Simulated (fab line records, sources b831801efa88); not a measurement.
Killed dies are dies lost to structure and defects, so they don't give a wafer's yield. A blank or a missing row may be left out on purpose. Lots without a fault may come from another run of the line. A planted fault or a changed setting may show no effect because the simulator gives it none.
Problem report in the 8D (eight disciplines) form, filled by code | flow sky130 | the parts of the form that need people (team, actions taken, sign-off) are left out

1. THE PROBLEM
spin_speed_rpm at SKY_LDD_P_COAT_02 reads a mean of 3040.9 rpm on 6 wafers of 2 lots; wafers without a fault read 3000.0 rpm with a standard deviation of 1.8. That is +23 standard deviations from the usual mean.
The step: resist thk 1140 nm.
First seen on wafer L723.1, day 20 20:52, on litho_track-04. The record holds 36 wafers of 12 lots with a number at this step. Rule for "out", or "out of limits": more than 4 standard deviations from the usual mean. The other wafers with a number count as sound.

2. WHAT IT IS AND WHAT IT IS NOT
question                    | is                     | is not
which readings at this step | spin_speed_rpm         | -
which lots                  | L723, L724             | L717, L720, L721, L731, L732, L733, L735, L736, L737, L738
which wafers of those lots  | all that have a number | -
read on which tools         | litho_track-04         | litho_track-01, litho_track-02
when                        | from day 20 20:52      | up to then (9 sound wafers); but 21 sound wafers of L731, L732, L733, L735, L736, L737, L738 came after

3. SUSPECTS, AND WHAT RULES EACH OUT
Counting: a tool at a process step up to the reading stays a suspect if it ran every lot that is out and no sound lot after the first of them.
- litho_track-04 at SKY_LDD_P_COAT_02 (resist thk 1140 nm): ruled out as a lasting fault. Sound lots L731 ran on it after its first lot that is out, L723 (day 20 20:52).
Left after counting: nothing in the record.

4. THE CAUSE (what the simulator had put in)
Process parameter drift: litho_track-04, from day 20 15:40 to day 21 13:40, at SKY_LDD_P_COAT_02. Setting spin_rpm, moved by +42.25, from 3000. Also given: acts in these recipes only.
Counting ruled it out, wrongly.

5. THE CHAIN OF EFFECTS, in route order
Each row: a reading whose mean over the struck wafers that have a number lies more than 3 standard deviations from the usual. Only readings for which the record gives a usual standard deviation are gone through. hours: the time from each lot's start at the first step in this table that gives one to its start at this step, as a median over the lots. sigmas: the change in usual standard deviations.
hours | step              | reading        | usual      | on struck wafers | change | sigmas
0     | SKY_LDD_P_COAT_02 | spin_speed_rpm | 3000.0 rpm | 3040.9           | +40.9  | +23
The process steps in it:
- SKY_LDD_P_COAT_02: resist thk 1140 nm.
Later measuring or inspecting steps at which every struck wafer that the step has a row for has a number for every such reading, and none has moved that far: SKY_POLY_CUT_CD_MEAS_08, SKY_LI_CONTACT_RS_MEAS_22, SKY_CONTACT_RS_MEAS_25.

6. WHAT WOULD HAVE CAUGHT IT SOONER
In this record the first reading out of limits was taken at day 20 20:52, 5 hours after the fault began at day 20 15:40.
